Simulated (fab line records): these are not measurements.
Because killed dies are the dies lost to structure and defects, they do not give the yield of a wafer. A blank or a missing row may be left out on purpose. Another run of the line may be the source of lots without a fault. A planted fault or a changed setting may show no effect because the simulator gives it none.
fab line records	flow sky130
[record] lots = 12	wafers = 36	last-day = 50
route steps=708 shown SONOS_ONO@173 POLY_GATE@204 PAD_OPEN@708
lots untouched by any fault: they come from a run of this same line in which no faults occurred
start-h: hours from the record's first day to the start of the lot's first wafer shown	wait-h: hours from the lot's prior step to this one	" the same as in the row above	L1.1+2: one row covering several wafers at once	- value missing, or start not given	* or withheld: withheld	< > ~ a bound
route shown NAME@n: NAME is a module with steps in the file, n the number in the route of the first one	usual: average and standard deviation across the fault-free wafers	same: alike in all rows	chamber/n: place in a boat	sites: readings site by site	_std_site: the values' standard deviation	_edge_site: outer sites' mean less inner sites'	radius-mm: how far each site lies from the wafer's centre	mask NAME#n: copy n	behind: the last tool/chamber to shape the wafer	hold: why the lot went on hold/how many hours it stayed there/how the hold came to an end	device: the transistor (n, p or np) that didn't switch	end of line: at the end of the route, the tests of the same wafers	a step with no rows: only its recipe	killed: dies lost to structure and defects at the first sort, not the wafer's yield	map: a wafer's dies, marking killed ones x, the rest . and places with no die _
set.NAME: setting as actually run; set.NAME@STEP: the setting as run at that earlier step	model.NAME: the simulator's own value behind a step, which no gauge read
one table for each step of the route and one row for each wafer, over a sample of lots
services: a tool's chamber out of use, with start hour (start-h, from the record's first day; less than 0 if before it), hours out, and reason
[[steps]]
[step SKY_SONOS_ONO_THK_MEAS_05]
[recipe] reads = SiO2_of_SONOS_ONO_CVD_04
[usual] SONOS_ONO_CVD_04_THK = 5.76/0.1
lot.wafer	tool	chamber	start-h	wait-h	SONOS_ONO_CVD_04_THK[nm]
L986.1	film-metro-01	-	256.42	0.0	5.72
L986.2	"	-	"	"	5.87
L986.5	"	-	"	"	5.81
L988.1	film-metro-02	-	279.49	0.0	5.57
L988.5	"	-	"	"	5.59
L988.6	"	-	"	"	5.68
L990.1	film-metro-02	-	298.51	0.0	5.84
L990.5	"	-	"	"	5.79
L990.6	"	-	"	"	5.78
L991.1	film-metro-03	-	298.51	0.0	5.86
L991.2	"	-	"	"	5.89
L991.4	"	-	"	"	5.97
L999.1	film-metro-01	-	363.35	0.0	5.93
L999.2	"	-	"	"	5.94
L999.3	"	-	"	"	5.81
L100.1	film-metro-03	-	378.49	0.0	5.90
L100.3	"	-	"	"	5.92
L100.6	"	-	"	"	5.82
L102.1	film-metro-02	-	420.98	0.0	5.76
L102.3	"	-	"	"	5.71
L102.6	"	-	"	"	5.74
L104.1	film-metro-02	-	423.81	0.0	5.83
L104.4	"	-	"	"	5.80
L104.6	"	-	"	"	5.85
L106.3	film-metro-02	-	430.04	0.0	5.75
L106.4	"	-	"	"	5.81
L106.5	"	-	"	"	5.81
L105.2	film-metro-01	-	431.91	0.0	5.81
L105.5	"	-	"	"	5.95
L105.6	"	-	"	"	5.81
L108.1	film-metro-01	-	439.15	0.0	5.74
L108.3	"	-	"	"	5.79
L108.6	"	-	"	"	5.78
L107.1	film-metro-02	-	440.40	0.0	5.85
L107.2	"	-	"	"	5.76
L107.3	"	-	"	"	5.78
[step SKY_POLY_GATE_CVD_00]
[recipe] material = poly-Si	target-thk-nm = 180	temp-c = 620	time-s = 720	pressure-mtorr = 200
lot.wafer	tool	chamber	start-h	wait-h
L986.1+2+5	lpcvd-01	0	309.89	0.0
L988.1+5+6	lpcvd-01	1	335.50	0.0
L990.1+5+6	lpcvd-01	1	355.17	0.0
L991.1+2+4	lpcvd-01	1	357.75	0.0
L999.1+2+3	lpcvd-01	0	426.36	0.0
L100.1+3+6	lpcvd-01	1	441.91	0.0
L102.1+3+6	lpcvd-01	0	485.67	0.0
L104.1+4+6	lpcvd-01	0	489.99	0.0
L106.3+4+5	lpcvd-01	1	496.26	0.0
L105.2+5+6	lpcvd-01	0	499.99	0.0
L108.1+3+6	lpcvd-01	1	503.58	0.0
L107.1+2+3	lpcvd-01	0	506.12	0.0
[step SKY_POLY_GATE_THK_MEAS_01]
[recipe] reads = poly-Si_of_POLY_GATE_CVD_00
[usual] POLY_GATE_CVD_00_THK = 179.6/2.1
lot.wafer	tool	chamber	start-h	wait-h	hold	POLY_GATE_CVD_00_THK[nm]
L986.1	film-metro-04	-	311.69	0.0	-	184.1
L986.2	"	-	"	"	-	184.2
L986.5	"	-	"	"	-	185.6
L988.1	film-metro-04	-	336.70	0.0	-	179.4
L988.5	"	-	"	"	-	179.3
L988.6	"	-	"	"	-	178.5
L990.1	film-metro-04	-	356.37	0.0	await-dispo/0.2h/release	121.3
L990.5	"	-	"	"	await-dispo/0.2h/release	120.6
L990.6	"	-	"	"	await-dispo/0.2h/release	120.6
L990.1	film-metro-04	-	356.60	0.2	-	121.3
L990.5	"	-	"	"	-	120.6
L990.6	"	-	"	"	-	120.4
L991.1	film-metro-04	-	359.55	0.0	await-dispo/0.2h/release	123.5
L991.2	"	-	"	"	await-dispo/0.2h/release	125.5
L991.4	"	-	"	"	await-dispo/0.2h/release	123.0
L991.1	film-metro-04	-	359.77	0.2	-	123.4
L991.2	"	-	"	"	-	125.5
L991.4	"	-	"	"	-	123.1
L999.1	film-metro-03	-	427.56	0.0	-	175.9
L999.2	"	-	"	"	-	176.5
L999.3	"	-	"	"	-	175.1
L100.1	film-metro-03	-	443.11	0.0	-	179.9
L100.3	"	-	"	"	-	180.4
L100.6	"	-	"	"	-	179.5
L102.1	film-metro-03	-	487.47	0.0	-	177.7
L102.3	"	-	"	"	-	178.8
L102.6	"	-	"	"	-	178.9
L104.1	film-metro-03	-	491.19	0.0	-	177.7
L104.4	"	-	"	"	-	178.1
L104.6	"	-	"	"	-	178.5
L106.3	film-metro-04	-	497.48	0.0	-	177.0
L106.4	"	-	"	"	-	178.4
L106.5	"	-	"	"	-	176.9
L105.2	film-metro-04	-	501.20	0.0	-	179.9
L105.5	"	-	"	"	-	180.7
L105.6	"	-	"	"	-	181.0
L108.1	film-metro-02	-	504.78	0.0	-	180.7
L108.3	"	-	"	"	-	180.0
L108.6	"	-	"	"	-	181.8
L107.1	film-metro-04	-	507.32	0.0	-	178.1
L107.2	"	-	"	"	-	180.0
L107.3	"	-	"	"	-	179.5
[step SKY_POLY_GATE_ETCH_17]
[recipe] target-depth-nm = 180	stop-on = SiO2	over-etch-frac = 0.56667	chemistry = HBr/Cl2	target = poly-Si	icp-w = 400	bias-w = 100	pressure-mtorr = 10	HBr_flow_sccm = 150	Cl2_flow_sccm = 50	time-s = 70.5
[usual] HBr_flow_sccm = 150.0/0.5	drypump-motor-current-A = 6.0/0.33	oes-product-au = 0.984/0.0081	throttle-valve-pct = 33.684/0.0085
[same] over-etch-frac = 0.56667
lot.wafer	tool	chamber	start-h	wait-h	HBr_flow_sccm	drypump-motor-current-A	oes-product-au	rf-hours-counter-h	throttle-valve-pct
L986.1	rie-si-01	1	368.01	0.0	149.8	6.5	0.985	48	33.675
L986.2	"	0	"	"	149.8	6.4	0.998	66	33.686
L986.5	"	3	"	"	149.6	6.3	0.995	-	33.677
L988.1	rie-si-02	2	396.97	0.0	150.0	6.3	0.987	43	33.684
L988.5	"	1	"	"	150.2	5.7	0.971	-	33.679
L988.6	"	2	"	"	150.5	6.3	0.981	-	33.677
L990.1	rie-si-02	0	416.12	0.0	150.5	5.5	0.762	3	33.683
L990.5	"	2	"	"	149.6	6.3	0.756	-	33.697
L990.6	"	3	"	"	149.6	6.0	0.756	-	33.672
L991.1	rie-si-02	2	420.15	0.0	150.4	6.3	0.771	43	33.683
L991.2	"	3	"	"	150.4	6.0	0.784	24	33.681
L991.4	"	1	"	"	149.7	5.7	0.765	3	33.697
L999.1	rie-si-01	3	491.37	0.0	150.0	6.2	0.980	0	33.677
L999.2	"	2	"	"	150.4	5.8	0.981	40	33.692
L999.3	"	0	"	"	150.3	6.4	0.975	0	33.680
L100.1	rie-si-02	3	507.25	0.0	150.6	5.9	0.993	24	33.688
L100.3	"	2	"	"	150.4	6.3	0.984	44	33.678
L100.6	"	0	"	"	151.2	5.5	0.972	-	33.699
L102.1	rie-si-02	3	551.21	0.0	150.3	5.9	0.977	24	33.671
L102.3	"	1	"	"	149.8	5.7	0.976	3	33.690
L102.6	"	3	"	"	149.5	5.9	0.988	-	33.693
L104.1	rie-si-02	1	553.02	0.0	149.8	5.7	0.977	3	33.675
L104.4	"	3	"	"	149.8	6.0	0.977	-	33.689
L104.6	"	1	"	"	149.4	5.7	0.969	-	33.696
L106.3	rie-si-01	3	558.91	0.0	150.2	6.2	0.977	0	33.698
L106.4	"	3	"	"	149.9	6.2	0.987	-	33.668
L106.5	"	0	"	"	150.6	6.4	0.979	-	33.685
L105.2	rie-si-02	3	564.21	0.0	150.0	6.0	0.985	25	33.691
L105.5	"	0	"	"	149.9	5.5	0.996	-	33.676
L105.6	"	3	"	"	150.3	6.0	0.992	-	33.681
L108.1	rie-si-01	0	566.61	0.0	150.9	6.4	0.988	0	33.673
L108.3	"	3	"	"	150.5	6.2	0.992	0	33.681
L108.6	"	3	"	"	149.9	6.2	0.995	-	33.679
L107.1	rie-si-02	1	568.07	0.0	150.7	5.7	0.978	3	33.687
L107.2	"	3	"	"	149.6	6.0	0.985	25	33.695
L107.3	"	2	"	"	150.0	6.3	0.990	0	33.690
[step SKY_POLY_GATE_THK_MEAS_21]
[recipe] reads = SiO2_of_POLY_GATE_OXIDATION_20
[usual] POLY_GATE_OXIDATION_THK = 3.99/0.1
lot.wafer	tool	chamber	start-h	wait-h	POLY_GATE_OXIDATION_THK[nm]
L986.1	film-metro-03	-	370.57	0.0	4.06
L986.2	"	-	"	"	3.99
L986.5	"	-	"	"	4.08
L988.1	film-metro-04	-	398.64	0.0	3.87
L988.5	"	-	"	"	3.87
L988.6	"	-	"	"	3.93
L990.1	film-metro-03	-	419.71	0.0	4.09
L990.5	"	-	"	"	4.09
L990.6	"	-	"	"	4.08
L991.1	film-metro-04	-	423.48	0.0	3.94
L991.2	"	-	"	"	4.04
L991.4	"	-	"	"	4.03
L999.1	film-metro-02	-	492.83	0.0	4.08
L999.2	"	-	"	"	4.15
L999.3	"	-	"	"	4.14
L100.1	film-metro-03	-	509.41	0.0	4.08
L100.3	"	-	"	"	4.02
L100.6	"	-	"	"	4.10
L102.1	film-metro-02	-	556.08	0.0	4.08
L102.3	"	-	"	"	4.16
L102.6	"	-	"	"	4.07
L104.1	film-metro-03	-	556.10	0.0	3.89
L104.4	"	-	"	"	3.89
L104.6	"	-	"	"	3.83
L106.3	film-metro-02	-	560.39	0.0	4.12
L106.4	"	-	"	"	4.11
L106.5	"	-	"	"	3.99
L105.2	film-metro-04	-	565.68	0.0	4.03
L105.5	"	-	"	"	4.10
L105.6	"	-	"	"	4.03
L108.1	film-metro-04	-	568.87	0.0	4.09
L108.3	"	-	"	"	4.08
L108.6	"	-	"	"	4.14
L107.1	film-metro-04	-	570.84	0.0	3.93
L107.2	"	-	"	"	3.98
L107.3	"	-	"	"	3.91
[step SKY_POLY_GATE_CD_MEAS_22]
[usual] cd-nm = 149.3/2.5
lot.wafer	tool	chamber	start-h	wait-h	cd-nm
L986.1	cd-sem-01	-	370.63	0.1	152.5
L986.2	"	-	"	"	151.1
L986.5	"	-	"	"	149.1
L988.1	cd-sem-01	-	398.70	0.1	149.9
L988.5	"	-	"	"	144.6
L988.6	"	-	"	"	145.3
L990.1	cd-sem-01	-	419.77	0.1	153.0
L990.5	"	-	"	"	153.1
L990.6	"	-	"	"	147.1
L991.1	cd-sem-01	-	423.54	0.1	147.8
L991.2	"	-	"	"	144.0
L991.4	"	-	"	"	147.9
L999.1	cd-sem-02	-	492.89	0.1	151.9
L999.2	"	-	"	"	150.7
L999.3	"	-	"	"	150.8
L100.1	cd-sem-01	-	509.47	0.1	149.0
L100.3	"	-	"	"	150.7
L100.6	"	-	"	"	148.5
L102.1	cd-sem-02	-	556.14	0.1	150.9
L102.3	"	-	"	"	150.5
L102.6	"	-	"	"	153.6
L104.1	cd-sem-02	-	556.31	0.2	149.1
L104.4	"	-	"	"	152.1
L104.6	"	-	"	"	150.0
L106.3	cd-sem-02	-	560.48	0.1	150.8
L106.4	"	-	"	"	149.2
L106.5	"	-	"	"	151.2
L105.2	cd-sem-01	-	565.75	0.1	146.4
L105.5	"	-	"	"	146.6
L105.6	"	-	"	"	148.8
L108.1	cd-sem-01	-	568.93	0.1	143.3
L108.3	"	-	"	"	149.1
L108.6	"	-	"	"	146.3
L107.1	cd-sem-01	-	570.90	0.1	151.6
L107.2	"	-	"	"	149.5
L107.3	"	-	"	"	153.8
[step SKY_PAD_OPEN_PROBE_99]
[usual] killed_at_M0_to_M3 = 43/6.2	killed_at_M4_up = 2.8/1.7	killed-at-contacts = 24/4.8	killed-at-front-end = 15/4.3	killed-at-other = 0.3/0.55	killed-dies = 85/8.4	killed-open = 46/6.7	killed-short = 38/6.2
[same] gross-dies = 492	killed-at-back-side = 0
lot.wafer	tool	chamber	start-h	wait-h	killed_at_M0_to_M3	killed_at_M4_up	killed-at-contacts	killed-at-front-end	killed-at-other	killed-dies	killed-open	killed-short
L986.1	prober-02	-	1071.23	0.1	49	3	20	13	0	85	53	32
L986.2	prober-02	-	1071.28	0.1	40	5	23	13	0	81	45	36
L986.5	prober-02	-	1071.43	0.2	51	2	17	10	1	81	47	34
L999.1	prober-01	-	1147.19	0.1	37	3	28	16	1	85	48	37
L999.2	prober-01	-	1147.24	0.1	46	4	24	8	1	83	45	38
L999.3	prober-01	-	1147.29	0.2	41	2	23	15	0	81	44	37
L100.1	prober-02	-	1156.45	0.1	47	2	21	15	0	85	38	46
L100.3	prober-02	-	1156.55	0.2	58	2	15	17	2	94	52	39
L100.6	prober-02	-	1156.70	0.2	40	4	18	18	1	81	34	46
// killed by level:class
L986.1 VIA1:geometric-particle:open=12 CONTACT:geometric-particle:open=11 VIA3:geometric-particle:open=11 FIELD_ISO:geometric-particle:short=6 VIA1:geometric-particle:short=5 LI_CONTACT:geometric-particle:open=4 VIA2:geometric-particle:short=4 VIA2:geometric-particle:open=4
L986.2 VIA1:geometric-particle:open=11 LI_CONTACT:geometric-particle:open=9 VIA1:geometric-particle:short=7 CONTACT:geometric-particle:open=6 FIELD_ISO:geometric-particle:short=5 VIA3:geometric-particle:open=5 POLY_GATE:geometric-particle:open=4 CONTACT:geometric-particle:short=4
L986.5 VIA2:geometric-particle:open=9 VIA1:geometric-particle:open=9 METAL2:geometric-particle:short=8 CONTACT:geometric-particle:open=7 VIA1:geometric-particle:short=5 VIA3:geometric-particle:open=5 FIELD_ISO:geometric-particle:short=3 FIELD_ISO:geometric-particle:open=3
L999.1 CONTACT:geometric-particle:open=11 VIA1:geometric-particle:open=8 LI_CONTACT:geometric-particle:open=7 VIA2:geometric-particle:open=6 METAL1:geometric-particle:short=6 FIELD_ISO:geometric-particle:short=4 LI_CONTACT:geometric-particle:short=4 VIA1:geometric-particle:short=4
L999.2 VIA1:geometric-particle:open=10 LI_CONTACT:geometric-particle:open=8 VIA2:geometric-particle:short=7 VIA1:geometric-particle:short=6 VIA3:geometric-particle:open=6 CONTACT:geometric-particle:open=5 METAL1:geometric-particle:short=4 LI_CONTACT:geometric-particle:short=4
L999.3 VIA1:geometric-particle:open=10 CONTACT:geometric-particle:open=7 LI_CONTACT:geometric-particle:open=6 FIELD_ISO:geometric-particle:short=5 VIA2:geometric-particle:open=5 VIA3:geometric-particle:open=5 METAL1:geometric-particle:short=4 CONTACT:geometric-particle:short=4
L100.1 VIA3:geometric-particle:open=8 VIA1:geometric-particle:open=6 POLY_GATE:geometric-particle:open=6 LI_CONTACT:geometric-particle:open=6 METAL1:geometric-particle:short=6 VIA1:geometric-particle:short=5 CONTACT:geometric-particle:short=5 CONTACT:geometric-particle:open=5
L100.3 VIA1:geometric-particle:open=13 VIA3:geometric-particle:open=9 METAL2:geometric-particle:short=9 VIA1:geometric-particle:short=8 FIELD_ISO:geometric-particle:short=6 VIA2:geometric-particle:open=6 POLY_GATE:geometric-particle:open=5 LI_CONTACT:geometric-particle:open=5
L100.6 CONTACT:geometric-particle:open=9 VIA1:geometric-particle:open=8 FIELD_ISO:geometric-particle:short=6 VIA3:geometric-particle:open=6 VIA1:geometric-particle:short=5 METAL2:geometric-particle:short=5 FIELD_ISO:geometric-particle:open=4 LOCAL_INTERCONNECT:geometric-particle:short=4
[[services]]
tool	chamber	start-h	hours	kind
rie-si-01	0	306.57	4.3	repair
rie-si-01	0	333.58	1.2	repair
rie-si-02	2	365.54	2.9	repair
lpcvd-01	-	390.89	1.3	repair
rie-si-02	3	393.81	8.9	repair
rie-si-02	-	395.95	0.1	repair
rie-si-01	3	445.54	-	clean
rie-si-01	3	445.54	15.6	scheduled-down
rie-si-01	3	445.54	15.6	vent-cycle
rie-si-01	0	461.15	-	clean
rie-si-01	0	461.15	20.2	scheduled-down
rie-si-01	0	461.15	20.2	vent-cycle
rie-si-02	-	521.61	4.3	pm
rie-si-01	3	528.32	3.1	repair
rie-si-01	1	531.38	-	clean
rie-si-01	1	531.38	16.0	scheduled-down
rie-si-01	1	531.38	16.0	vent-cycle
rie-si-02	2	549.15	-	clean
rie-si-02	2	549.15	16.6	scheduled-down
rie-si-02	2	549.15	16.6	vent-cycle
rie-si-01	2	553.50	26.0	repair
[[key]]
[first-sign] step = SKY_POLY_GATE_THK_MEAS_01	reading = visit	direction = added
[effect] step = SKY_POLY_GATE_THK_MEAS_01	reading = POLY_GATE_CVD_00_THK	direction = down	sigmas = 27	usual = 179.6	struck = 122.4
[effect] step = SKY_POLY_GATE_ETCH_17	reading = oes-product-au	direction = down	sigmas = 27	usual = 0.984	struck = 0.766
met-at SKY_POLY_GATE_CVD_00
struck-lots L990,L991
tester-left-out L990,L991
not-acting-at SKY_SONOS_ONO_THK_MEAS_05,SKY_POLY_GATE_THK_MEAS_21,SKY_POLY_GATE_CD_MEAS_22
onset-between 335.50 355.17
[fault] kind = process-parameter-drift	tool = lpcvd-01	chamber = -	onset-h = 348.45	steps = SKY_POLY_GATE_CVD_00	channel = target-thk-nm	offset = -58.367	shape = step	end-h = 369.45	stated = 180
// tester-left-out: of these lots the tester's yield and bins aren't shown, on N5 and GAA mostly nor the transistor test; their killed dies are dies lost to structure and defects alone, not to doping, threshold or leakage, so they don't give the yield
